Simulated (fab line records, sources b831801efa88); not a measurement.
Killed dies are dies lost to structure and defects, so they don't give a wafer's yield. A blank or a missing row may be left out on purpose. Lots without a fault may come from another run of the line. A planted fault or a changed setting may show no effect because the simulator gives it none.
Which tool did it? | flow gf180mcu | 12 lots, 36 wafers sampled, at 1 step of a route of 602

WHAT THE GAUGES READ, wafer by wafer
GF_STI_BOW_MEAS_00.
lot  | measured    | on            | INCOMING_BOW (um)
L075 | day 1 15:00 | film_metro-03 | 0 -7 -6
L077 | day 2 01:00 | film_metro-01 | 1 15 9
L079 | day 2 11:02 | film_metro-02 | -4 2 1
L081 | day 2 21:01 | film_metro-03 | 4 7 0
L083 | day 3 07:00 | film_metro-01 | -3 -5 2
L085 | day 3 17:00 | film_metro-03 | 6 10 -1
L087 | day 4 03:00 | film_metro-03 | 8 -15 -11
L089 | day 4 13:00 | film_metro-01 | 2 10 9
L091 | day 4 23:01 | film_metro-01 | -6 4 -6
L093 | day 5 09:00 | film_metro-02 | 2 0 -1
L095 | day 5 19:00 | film_metro-03 | 3 -4 -6
L097 | day 6 05:02 | film_metro-03 | -2 9 2

WHICH TOOL RAN EACH LOT (tool, then ch and the chambers of the sampled wafers, then the start)
The record holds no process step before these readings.

THE ANSWER, worked out from the rows above alone
Rule: what is usual is taken from the lots themselves. Put in order of their means at a reading, lots are off if they are a third of the lots or fewer, leave a main group of 4 or more, and stand apart from it by a gap of 3 or more times the standard deviation of the main group's means; of several such gaps the widest counts. A main group whose means are all the same, to the digits that the tables above print for the reading, isn't used. A lot without any number at a reading at which 4 lots or more have one is off too. The other lots that the step has rows for count as sound.
No lot is off at any reading shown: from this, nothing can be told.

WHAT THE SIMULATOR HAD PUT IN
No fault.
